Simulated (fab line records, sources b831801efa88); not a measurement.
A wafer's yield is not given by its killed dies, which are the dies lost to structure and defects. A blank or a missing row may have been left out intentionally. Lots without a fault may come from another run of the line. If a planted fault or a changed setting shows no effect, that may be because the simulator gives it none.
Chamber matching | flow gf180mcu | 4 sister chambers for GF_V1_CMP_04 on cmp-02
The step polishes SiO2. 4 wafers are shown with their chamber, then 7 later ones without.

## WAFERS WITH THEIR CHAMBER
wafer  | chamber | motor_current_A (A)
L218.1 | 2       | 14.3
L220.2 | 1       | 12.0
L222.2 | 0       | 11.2
L222.3 | 3       | 12.4

## WAFERS WITH NO CHAMBER GIVEN
wafer  | motor_current_A (A)
L222.6 | 11.6
L224.4 | 13.9
L224.5 | 12.1
L224.6 | 12.2
L236.2 | 11.7
L236.3 | 12.4
L236.6 | 11.9

## CHAMBER TAKEN BY EACH
wafer  | from the rows above          | in truth
L222.6 | can't be placed: 0 or 1 or 3 | 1
L224.4 | 2                            | 2
L224.5 | can't be placed: 1 or 3      | 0
L224.6 | can't be placed: 1 or 3      | 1
L236.2 | can't be placed: 1 or 0 or 3 | 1
L236.3 | can't be placed: 3 or 1      | 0
L236.6 | can't be placed: 1 or 3      | 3
Correct placement for 1 of the 7. From these rows, 6 cannot be placed; in 4 the true chamber is one of the candidates. 0 placed wrongly.
How it was worked out, from the rows above alone: a wafer's distance from a chamber is the root of the sum, over the readings, of the square of ((its reading less the chamber's mean) divided by the reading's scatter). The wafer belongs to the nearest chamber; if the next one is less than 2 further off, it can't be placed. The mean given for a chamber averages the wafers shown for that chamber. The scatter (one wafer shown for each chamber): square how far every hidden wafer sits from the nearest shown wafer, average those squares and take the square root.
